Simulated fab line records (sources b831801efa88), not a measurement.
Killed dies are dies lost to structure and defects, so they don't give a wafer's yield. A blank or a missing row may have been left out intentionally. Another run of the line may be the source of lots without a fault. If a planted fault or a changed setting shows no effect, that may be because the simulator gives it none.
Chamber matching | flow gf180mcu | GF_PASSIVATION_CVD_00 on pecvd-01: 3 sister chambers
The step deposits SiO2 from TEOS, target thk 1000 nm, time 111.95 s. 6 wafers are shown with their chamber, then 8 later ones without.

EACH WAFER AND ITS CHAMBER
wafer  | chamber | heaterPowerW (W)
L902.6 | 2       | 748
L906.5 | 1       | 787
L907.4 | 1       | 673
L907.5 | 2       | 619
L907.6 | 0       | 594
L908.1 | 0       | 665

WAFERS MISSING THEIR CHAMBER
wafer  | heaterPowerW (W)
L908.4 | 674
L908.5 | 701
L914.1 | 830
L914.2 | 595
L914.4 | 694
L917.1 | 668
L917.2 | 645
L917.3 | 817

WHICH CHAMBER EACH WENT THROUGH
wafer  | from the rows above          | in truth
L908.4 | can't be placed: 2 or 0 or 1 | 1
L908.5 | can't be placed: 2 or 1 or 0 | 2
L914.1 | can't be placed: 1 or 2 or 0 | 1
L914.2 | can't be placed: 0 or 2 or 1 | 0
L914.4 | can't be placed: 2 or 1 or 0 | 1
L917.1 | can't be placed: 2 or 0 or 1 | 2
L917.2 | can't be placed: 0 or 2 or 1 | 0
L917.3 | can't be placed: 1 or 2 or 0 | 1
Placed correctly: 0 of 8. Cannot be placed on the basis of these rows: 8; the candidates contain the true chamber in 8. Placed wrongly: 0.
How it was worked out, from the rows above alone: a wafer's distance from a chamber is the root of the sum, over the readings, of the square of ((its reading less the chamber's mean) divided by the reading's scatter). If the next closest chamber is less than 2 further off than the closest, the wafer can't be placed; otherwise it belongs to the closest. The mean given for a chamber averages the wafers shown for that chamber. The scatter is the square root of a quotient: the sum, over the shown wafers, of each reading's squared deviation from its chamber's mean, divided by wafers minus chambers.
